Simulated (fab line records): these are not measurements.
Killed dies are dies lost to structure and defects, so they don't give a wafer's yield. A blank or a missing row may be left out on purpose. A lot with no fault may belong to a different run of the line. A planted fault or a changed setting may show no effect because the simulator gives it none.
fab line records + flow sky130
record:
- lots: 15
- wafers: 42
- last-day: 50
route steps=708 shown LDD_P@261
lots that met no fault: from a run of the same line without faults
start-h: hours from the record's opening day to when the first of the lot's shown wafers began + wait-h: hours since the lot's step before + " identical to the entry in the row above + L1.1+2: a single row standing in for several wafers + - no value present, or no start provided + * or withheld: withheld + < > ~ a bound
route shown NAME@n: names a module that has steps shown in the file, with the first one's number in the route + usual: mean/standard deviation of fault-free wafers + same: alike in all rows + chamber/n: place in a boat + sites: each site's reading + _std_site: how widely they spread, as a standard deviation + _edge_site: the outer-site mean with the inner-site mean subtracted + radius-mm: how far each site lies from the wafer's centre + mask NAME#n: copy n + behind: the most recent tool/chamber to have shaped the wafer + hold: reason for holding the lot/hours on hold/outcome of the hold + device: names the non-switching transistor (n, p or np) + end of line: tests run on the same wafers once the route is complete + for a step that has no rows: nothing shown but its recipe + killed: at the first sort, the dies lost to defects and structure; wafer yield is something else + map: the dies of a wafer, with x for killed, . for not killed, _ for no die there
set.NAME: the setting as run; set.NAME@STEP: as run at that earlier step + model.NAME: the simulator's own value behind a step, which no gauge read
one table for each step of the route and one row for each wafer, over a sample of lots
== steps ==
step: SKY_LDD_P_DEVELOP_06
recipe:
- resist: NOVOLAK
- developer: TMAH
- develop-time-s: 60
- dev-temp-c: 23
| lot.wafer  | tool           | chamber | start-h | wait-h |
|------------|----------------|---------|---------|--------|
| L210.2+3+6 | litho-track-01 | 0       | 455.12  | 0.1    |
| L212.2+3+4 | litho-track-01 | 0       | 466.32  | 0.1    |
| L211.2+3+5 | litho-track-02 | 0       | 468.78  | 0.1    |
| L213.1+5+6 | litho-track-04 | 0       | 474.67  | 0.1    |
| L217.1+5   | litho-track-01 | 0       | 508.89  | 0.1    |
| L219.4+5   | litho-track-01 | 0       | 530.32  | 0.1    |
| L220.1+5   | litho-track-01 | 0       | 534.09  | 0.1    |
| L223.1+3+4 | litho-track-02 | 0       | 556.31  | 0.1    |
| L225.1+2+4 | litho-track-04 | 0       | 572.47  | 0.1    |
| L227.1+3+6 | litho-track-02 | 0       | 593.65  | 0.1    |
| L228.3+4+5 | litho-track-04 | 0       | 596.77  | 0.1    |
| L229.1+2+4 | litho-track-01 | 0       | 606.69  | 0.1    |
| L230.2+3+6 | litho-track-01 | 0       | 619.82  | 0.1    |
| L231.1+3+5 | litho-track-01 | 0       | 623.34  | 0.1    |
| L232.2+3+4 | litho-track-01 | 0       | 625.72  | 0.1    |
step: SKY_LDD_P_CD_MEAS_07
recipe:
- target-cd-nm: 380
usual:
- cd-nm: 379.2/2.8
| lot.wafer | tool      | chamber | start-h | wait-h | cd-nm |
|-----------|-----------|---------|---------|--------|-------|
| L210.2    | cd-sem-01 | -       | 455.26  | 0.1    | 376.8 |
| L210.3    | "         | -       | "       | "      | 377.9 |
| L210.6    | "         | -       | "       | "      | 377.0 |
| L212.2    | cd-sem-01 | -       | 466.46  | 0.1    | 379.3 |
| L212.3    | "         | -       | "       | "      | 380.9 |
| L212.4    | "         | -       | "       | "      | 378.6 |
| L211.2    | cd-sem-01 | -       | 468.93  | 0.1    | 378.9 |
| L211.3    | "         | -       | "       | "      | 379.9 |
| L211.5    | "         | -       | "       | "      | 380.7 |
| L213.1    | cd-sem-02 | -       | 474.82  | 0.1    | 380.8 |
| L213.5    | "         | -       | "       | "      | 379.4 |
| L213.6    | "         | -       | "       | "      | 381.3 |
| L217.1    | cd-sem-02 | -       | 509.04  | 0.1    | -     |
| L217.5    | "         | -       | "       | "      | 374.7 |
| L219.4    | cd-sem-02 | -       | 530.45  | 0.1    | -     |
| L219.5    | "         | -       | "       | "      | 379.7 |
| L220.1    | cd-sem-01 | -       | 534.24  | 0.1    | -     |
| L220.5    | "         | -       | "       | "      | 380.7 |
| L223.1    | cd-sem-02 | -       | 556.46  | 0.1    | 378.9 |
| L223.3    | "         | -       | "       | "      | 380.5 |
| L223.4    | "         | -       | "       | "      | 381.3 |
| L225.1    | cd-sem-01 | -       | 572.62  | 0.1    | 375.3 |
| L225.2    | "         | -       | "       | "      | 375.2 |
| L225.4    | "         | -       | "       | "      | 376.6 |
| L227.1    | cd-sem-01 | -       | 593.81  | 0.1    | 383.4 |
| L227.3    | "         | -       | "       | "      | 383.5 |
| L227.6    | "         | -       | "       | "      | 383.8 |
| L228.3    | cd-sem-01 | -       | 596.91  | 0.1    | 383.6 |
| L228.4    | "         | -       | "       | "      | 380.9 |
| L228.5    | "         | -       | "       | "      | 382.9 |
| L229.1    | cd-sem-01 | -       | 606.84  | 0.1    | 380.7 |
| L229.2    | "         | -       | "       | "      | 381.5 |
| L229.4    | "         | -       | "       | "      | 378.8 |
| L230.2    | cd-sem-01 | -       | 619.99  | 0.2    | 380.7 |
| L230.3    | "         | -       | "       | "      | 378.3 |
| L230.6    | "         | -       | "       | "      | 377.5 |
| L231.1    | cd-sem-01 | -       | 623.49  | 0.1    | 378.9 |
| L231.3    | "         | -       | "       | "      | 381.1 |
| L231.5    | "         | -       | "       | "      | 378.9 |
| L232.2    | cd-sem-01 | -       | 625.86  | 0.1    | 381.3 |
| L232.3    | "         | -       | "       | "      | 383.5 |
| L232.4    | "         | -       | "       | "      | 383.7 |
step: SKY_LDD_P_OVL_MEAS_08
usual:
- LDD_P_OVL: 0.4/1.6
| lot.wafer | tool       | chamber | start-h | wait-h | LDD_P_OVL[nm] |
|-----------|------------|---------|---------|--------|---------------|
| L210.2    | overlay-01 | -       | 455.37  | 0.1    | 0.4           |
| L210.3    | "          | -       | "       | "      | -0.7          |
| L210.6    | "          | -       | "       | "      | 2.2           |
| L212.2    | overlay-02 | -       | 466.57  | 0.1    | -1.4          |
| L212.3    | "          | -       | "       | "      | -0.4          |
| L212.4    | "          | -       | "       | "      | -2.6          |
| L211.2    | overlay-02 | -       | 469.03  | 0.1    | 1.1           |
| L211.3    | "          | -       | "       | "      | -0.7          |
| L211.5    | "          | -       | "       | "      | -0.5          |
| L213.1    | overlay-01 | -       | 474.94  | 0.1    | -0.8          |
| L213.5    | "          | -       | "       | "      | -1.0          |
| L213.6    | "          | -       | "       | "      | -0.8          |
| L217.1    | overlay-01 | -       | 509.16  | 0.1    | -             |
| L217.5    | "          | -       | "       | "      | 0.7           |
| L219.4    | overlay-02 | -       | 530.53  | 0.1    | -             |
| L219.5    | "          | -       | "       | "      | 1.6           |
| L220.1    | overlay-01 | -       | 534.36  | 0.1    | -             |
| L220.5    | "          | -       | "       | "      | -1.7          |
| L223.1    | overlay-01 | -       | 556.58  | 0.1    | -0.8          |
| L223.3    | "          | -       | "       | "      | 0.2           |
| L223.4    | "          | -       | "       | "      | -0.7          |
| L225.1    | overlay-01 | -       | 572.74  | 0.1    | 2.1           |
| L225.2    | "          | -       | "       | "      | 3.6           |
| L225.4    | "          | -       | "       | "      | 1.6           |
| L227.1    | overlay-01 | -       | 593.93  | 0.1    | 0.1           |
| L227.3    | "          | -       | "       | "      | -1.1          |
| L227.6    | "          | -       | "       | "      | -0.5          |
| L228.3    | overlay-02 | -       | 597.01  | 0.1    | 1.1           |
| L228.4    | "          | -       | "       | "      | 1.7           |
| L228.5    | "          | -       | "       | "      | 0.8           |
| L229.1    | overlay-02 | -       | 606.96  | 0.1    | 0.8           |
| L229.2    | "          | -       | "       | "      | 0.2           |
| L229.4    | "          | -       | "       | "      | 0.0           |
| L230.2    | overlay-01 | -       | 620.10  | 0.1    | 1.1           |
| L230.3    | "          | -       | "       | "      | -2.8          |
| L230.6    | "          | -       | "       | "      | -1.3          |
| L231.1    | overlay-01 | -       | 623.61  | 0.1    | -0.9          |
| L231.3    | "          | -       | "       | "      | 0.5           |
| L231.5    | "          | -       | "       | "      | 0.6           |
| L232.2    | overlay-01 | -       | 625.97  | 0.1    | -1.1          |
| L232.3    | "          | -       | "       | "      | -1.5          |
| L232.4    | "          | -       | "       | "      | -0.1          |
step: SKY_LDD_P_TW_MEAS_11
usual:
- LDD_P_TW: 631/5.7
| lot.wafer | tool          | chamber | start-h | wait-h | LDD_P_TW |
|-----------|---------------|---------|---------|--------|----------|
| L210.2    | film-metro-03 | -       | 455.66  | 0.1    | 626      |
| L210.3    | "             | -       | "       | "      | 628      |
| L210.6    | "             | -       | "       | "      | 622      |
| L212.2    | film-metro-01 | -       | 466.86  | 0.1    | 625      |
| L212.3    | "             | -       | "       | "      | 625      |
| L212.4    | "             | -       | "       | "      | 623      |
| L211.2    | film-metro-02 | -       | 469.32  | 0.1    | 639      |
| L211.3    | "             | -       | "       | "      | 639      |
| L211.5    | "             | -       | "       | "      | 639      |
| L213.1    | film-metro-02 | -       | 475.23  | 0.1    | 640      |
| L213.5    | "             | -       | "       | "      | 641      |
| L213.6    | "             | -       | "       | "      | 640      |
| L217.1    | film-metro-01 | -       | 509.45  | 0.1    | 29       |
| L217.5    | "             | -       | "       | "      | 621      |
| L219.4    | film-metro-02 | -       | 530.83  | 0.1    | 30       |
| L219.5    | "             | -       | "       | "      | 635      |
| L220.1    | film-metro-02 | -       | 534.65  | 0.1    | 30       |
| L220.5    | "             | -       | "       | "      | 639      |
| L223.1    | film-metro-03 | -       | 556.86  | 0.1    | 633      |
| L223.3    | "             | -       | "       | "      | 631      |
| L223.4    | "             | -       | "       | "      | 628      |
| L225.1    | film-metro-03 | -       | 573.03  | 0.1    | 630      |
| L225.2    | "             | -       | "       | "      | 630      |
| L225.4    | "             | -       | "       | "      | 628      |
| L227.1    | film-metro-03 | -       | 594.22  | 0.1    | 629      |
| L227.3    | "             | -       | "       | "      | 630      |
| L227.6    | "             | -       | "       | "      | 628      |
| L228.3    | film-metro-02 | -       | 597.30  | 0.1    | 639      |
| L228.4    | "             | -       | "       | "      | 636      |
| L228.5    | "             | -       | "       | "      | 638      |
| L229.1    | film-metro-02 | -       | 607.25  | 0.1    | 643      |
| L229.2    | "             | -       | "       | "      | 637      |
| L229.4    | "             | -       | "       | "      | 642      |
| L230.2    | film-metro-03 | -       | 620.39  | 0.1    | 632      |
| L230.3    | "             | -       | "       | "      | 633      |
| L230.6    | "             | -       | "       | "      | 630      |
| L231.1    | film-metro-03 | -       | 623.90  | 0.1    | 627      |
| L231.3    | "             | -       | "       | "      | 624      |
| L231.5    | "             | -       | "       | "      | 629      |
| L232.2    | film-metro-03 | -       | 626.26  | 0.1    | 626      |
| L232.3    | "             | -       | "       | "      | 631      |
| L232.4    | "             | -       | "       | "      | 628      |
== key ==
first-sign:
- step: SKY_LDD_P_CD_MEAS_07
- reading: cd-nm
- direction: missing
effect:
- step: SKY_LDD_P_OVL_MEAS_08
- reading: LDD_P_OVL
- direction: missing
effect:
- step: SKY_LDD_P_TW_MEAS_11
- reading: LDD_P_TW
- direction: down
- sigmas: 99+
- usual: 631
- struck: 30
met-at SKY_LDD_P_DEVELOP_06
struck-lots L217,L219,L220
struck-wafers L217.1,L219.4,L220.1
sort-left-out L217.1,L219.4,L220.1
tester-left-out L217,L219,L220
onset-between 466.32 508.89
fault:
- kind: process-parameter-drift
- tool: litho-track-01
- chamber: -
- onset-h: 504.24
- steps: SKY_LDD_P_DEVELOP_06
- channel: develop-time-s
- offset: *
- shape: step
- end-h: 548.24
- scope: struck-wafers-only
- acts-in: *
- stated: *
tester-left-out: of these lots the tester's yield and bins aren't shown, on N5 and GAA mostly nor the transistor test; their killed dies are dies lost to structure and defects alone, not to doping, threshold or leakage, so they don't give the yield
sort-left-out: the simulated sort isn't trusted on such a fault, so these wafers' sort isn't shown, and their yield isn't known
